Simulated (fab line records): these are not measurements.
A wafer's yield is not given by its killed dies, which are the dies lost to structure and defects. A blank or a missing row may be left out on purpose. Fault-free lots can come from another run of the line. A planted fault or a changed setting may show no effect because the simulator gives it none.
The tool behind it: which one?	flow gf180mcu	72 wafers from 24 lots sampled at 4 of the route's 602 steps

## WHAT EACH GAUGE READ, for each wafer
GF_V4_THK_MEAS_25: measures by xrf.
lot	measured	on	V4_W_THK (nm)
L074	day 24 11:34	film metro-04	368 363 370
L075	day 24 13:28	film metro-01	368 371 366
L076	day 24 21:34	film metro-01	368 367 365
L077	day 25 16:11	film metro-03	376 366 374
L078	day 26 01:04	film metro-03	384 383 388
L079	day 26 18:07	film metro-04	363 361 365
L080	day 26 15:45	film metro-01	370 370 378
L081	day 27 04:08	film metro-03	370 371 364
L082	day 27 02:48	film metro-03	375 375 374
L083	day 27 11:24	film metro-01	365 363 365
L084	day 27 20:40	film metro-04	374 371 366
L085	day 28 05:01	film metro-03	372 371 370
L086	day 28 05:50	film metro-04	358 359 366
L087	day 28 17:43	film metro-04	365 366 370
L088	day 28 19:16	film metro-01	371 365 368
L089	day 29 05:07	film metro-04	377 369 367
L090	day 29 11:34	film metro-01	367 371 367
L091	day 29 13:22	film metro-03	378 368 368
L092	day 29 20:49	film metro-04	378 367 374
L093	day 30 08:02	film metro-03	369 366 367
L094	day 30 11:07	film metro-01	363 373 365
L095	day 30 16:53	film metro-04	359 363 358
L096	day 31 00:25	film metro-04	362 361 363
L097	day 31 08:46	film metro-01	374 369 373

## EACH LOT AND THE TOOL THAT RAN IT (in order: tool; ch and the chambers of the sampled wafers; start)
lot	GF_STI_CMP_25	GF_V3_CVD_02	GF_V4_STRIP_18
L074	cmp-01 ch 0,1,3, day 2 03:40	pecvd-01 ch 0,1,2, day 21 09:57	plasma asher-03 ch 0,1, day 24 10:42
L075	cmp-01 ch 0,1,2, day 2 09:48	pecvd-02 ch 1,2, day 21 12:13	plasma asher-03 ch 0,1, day 24 12:36
L076	cmp-01 ch 0,2,3, day 2 14:10	pecvd-02 ch 0,2, day 21 21:38	plasma asher-03 ch 0,1, day 24 20:43
L077	cmp-01 ch 1,2, day 2 19:39	pecvd-02 ch 0,1,2, day 22 16:45	plasma asher-02 ch 0,1, day 25 15:15
L078	cmp-01 ch 0,2,3, day 3 00:34	pecvd-04 ch 1,2, day 23 02:16	plasma asher-02 ch 0, day 26 00:12
L079	cmp-01 ch 1,2, day 3 05:04	pecvd-02 ch 0,2, day 23 22:57	plasma asher-01 ch 0,1, day 26 17:12
L080	cmp-01 ch 1,2, day 3 11:04	pecvd-01 ch 0,1, day 23 20:49	plasma asher-02 ch 0,1, day 26 14:51
L081	cmp-01 ch 0,2, day 3 17:56	pecvd-02 ch 1,2, day 24 10:52	plasma asher-01 ch 0,1, day 27 03:15
L082	cmp-02 ch 0,1,2, day 3 21:30	pecvd-01 ch 0,1,2, day 24 09:23	plasma asher-02 ch 0,1, day 27 01:56
L083	cmp-01 ch 2,3, day 4 01:18	pecvd-04 ch 1,2, day 24 18:50	plasma asher-03 ch 0,1, day 27 10:30
L084	cmp-02 ch 0,2, day 4 06:49	pecvd-04 ch 0,1, day 25 04:49	plasma asher-03 ch 0,1, day 27 19:48
L085	cmp-01 ch 0,3, day 4 14:02	pecvd-04 ch 0,1,2, day 25 13:16	plasma asher-02 ch 0,1, day 28 04:08
L086	cmp-02 ch 0,1,3, day 4 17:05	pecvd-02 ch 0,2, day 25 14:47	plasma asher-03 ch 0,1, day 28 04:59
L087	cmp-02 ch 0,1,3, day 4 23:43	pecvd-01 ch 0,2, day 26 03:46	plasma asher-01 ch 0, day 28 16:51
L088	cmp-02 ch 0,1,2, day 5 03:33	pecvd-04 ch 0,1,2, day 26 04:46	plasma asher-02 ch 0,1, day 28 18:25
L089	cmp-02 ch 0,1, day 5 08:51	pecvd-04 ch 0,1, day 26 13:27	plasma asher-01 ch 0,1, day 29 04:14
L090	cmp-01 ch 0,1,2, day 5 14:41	pecvd-02 ch 0,1,2, day 26 19:50	plasma asher-03 ch 0, day 29 10:42
L091	cmp-01 ch 0,1,3, day 5 19:08	pecvd-04 ch 0,1,2, day 26 22:02	plasma asher-03 ch 0,1, day 29 12:31
L092	cmp-02 ch 1,2, day 5 23:38	pecvd-04 ch 0,1, day 27 06:31	plasma asher-02 ch 0,1, day 29 19:58
L093	cmp-01 ch 1,2,3, day 6 05:58	pecvd-01 ch 0,2, day 27 17:10	plasma asher-03 ch 1, day 30 07:08
L094	cmp-01 ch 1,3, day 6 10:28	pecvd-01 ch 0,1, day 27 21:28	plasma asher-03 ch 0,1, day 30 10:15
L095	cmp-01 ch 0,1, day 6 16:13	pecvd-04 ch 0,1, day 28 04:16	plasma asher-02 ch 0,1, day 30 15:56
L096	cmp-02 ch 0,1,3, day 6 20:40	pecvd-01 ch 0,1,2, day 28 12:25	plasma asher-01 ch 0, day 30 23:33
L097	cmp-01 ch 1,2,3, day 7 04:21	pecvd-02 ch 0,1,2, day 28 20:38	plasma asher-02 ch 0,1, day 31 07:52
- GF_STI_CMP_25: polishes, stops on Si3N4, t overpolish 33 s, target thk 524.6 nm.
- GF_V3_CVD_02: deposits SiO2 from TEOS, target thk 850 nm, time 94.851 s.
- GF_V4_STRIP_18: strips in O2/N2.

## AS READ BY THE TOOLS THEMSELVES (means over the sampled wafers that have a number; for cases with no such wafer, the mark the record gives instead)
GF_STI_CMP_25.
lot	tool	edge zone pressure frac	motor current A (A)	overpolish run s (s)	time to endpoint s (s)
L074	cmp-01	1.008	11.7	32.996	129
L075	cmp-01	0.998	11.3	33.005	127
L076	cmp-01	1.002	11.1	33.008	124
L077	cmp-01	0.997	11.6	32.997	126
L078	cmp-01	0.997	10.7	32.993	125
L079	cmp-01	0.999	10.7	33.006	128
L080	cmp-01	0.998	11.7	32.992	122
L081	cmp-01	0.995	10.3	33.004	128
L082	cmp-02	0.996	11.5	33.000	123
L083	cmp-01	1.005	10.9	32.988	123
L084	cmp-02	1.000	11.8	32.996	119
L085	cmp-01	1.000	11.7	33.002	129
L086	cmp-02	0.994	11.5	33.002	116
L087	cmp-02	1.001	11.7	33.000	116
L088	cmp-02	1.002	11.6	33.002	114
L089	cmp-02	0.999	11.2	33.003	117
L090	cmp-01	0.998	11.2	33.006	126
L091	cmp-01	0.994	11.7	33.007	124
L092	cmp-02	1.005	11.7	32.990	119
L093	cmp-01	1.003	11.6	33.008	121
L094	cmp-01	1.000	12.5	32.995	118
L095	cmp-01	1.002	11.6	33.004	120
L096	cmp-02	1.000	11.7	32.997	125
L097	cmp-01	1.000	11.4	33.001	125

GF_V3_CVD_02.
lot	tool	heater power w (W)
L074	pecvd-01	718
L075	pecvd-02	620
L076	pecvd-02	593
L077	pecvd-02	678
L078	pecvd-04	716
L079	pecvd-02	606
L080	pecvd-01	613
L081	pecvd-02	732
L082	pecvd-01	707
L083	pecvd-04	672
L084	pecvd-04	717
L085	pecvd-04	750
L086	pecvd-02	609
L087	pecvd-01	747
L088	pecvd-04	766
L089	pecvd-04	651
L090	pecvd-02	686
L091	pecvd-04	762
L092	pecvd-04	709
L093	pecvd-01	788
L094	pecvd-01	638
L095	pecvd-04	663
L096	pecvd-01	688
L097	pecvd-02	717

GF_V4_STRIP_18.
lot	tool	drypump motor current A (A)	heater power w (W)	oes product au (a.u.)
L074	plasma asher-03	5.6	339	0.595
L075	plasma asher-03	5.8	354	0.590
L076	plasma asher-03	5.9	351	0.585
L077	plasma asher-02	6.1	329	0.590
L078	plasma asher-02	5.8	364	0.595
L079	plasma asher-01	5.1	375	0.591
L080	plasma asher-02	5.9	350	0.593
L081	plasma asher-01	5.2	374	0.597
L082	plasma asher-02	5.9	346	0.597
L083	plasma asher-03	5.8	352	0.594
L084	plasma asher-03	5.8	357	0.594
L085	plasma asher-02	5.9	347	0.592
L086	plasma asher-03	5.6	342	0.595
L087	plasma asher-01	5.9	376	0.592
L088	plasma asher-02	6.1	326	0.592
L089	plasma asher-01	5.1	372	0.591
L090	plasma asher-03	5.4	328	0.595
L091	plasma asher-03	5.9	352	0.590
L092	plasma asher-02	5.9	350	0.594
L093	plasma asher-03	6.1	363	0.594
L094	plasma asher-03	5.8	349	0.592
L095	plasma asher-02	6.1	325	0.596
L096	plasma asher-01	5.9	376	0.595
L097	plasma asher-02	6.0	343	0.589

## THE ANSWER, worked out from the rows above alone
Rule: what is usual is taken from the lots themselves. Put in order of their means at a reading, lots are off if they are a third of the lots or fewer, leave a main group of 4 or more, and stand apart from it by a gap of 3 or more times the standard deviation of the main group's means; of several such gaps the widest counts. A main group whose means are all the same, to the digits that the tables above print for the reading, isn't used. A lot without any number at a reading at which 4 lots or more have one is off too. Any other lot the step has rows for is counted as sound. The gauges are gone through in route order, then the tools' own readings, and for those a lot's mean is taken as printed above. The first step at which some lot is off is used, and at that step the reading that is off furthest; a lot without a number counts as furthest.
None of the lots is off at any reading shown; this tells nothing.

## WHAT WAS PUT IN BY THE SIMULATOR
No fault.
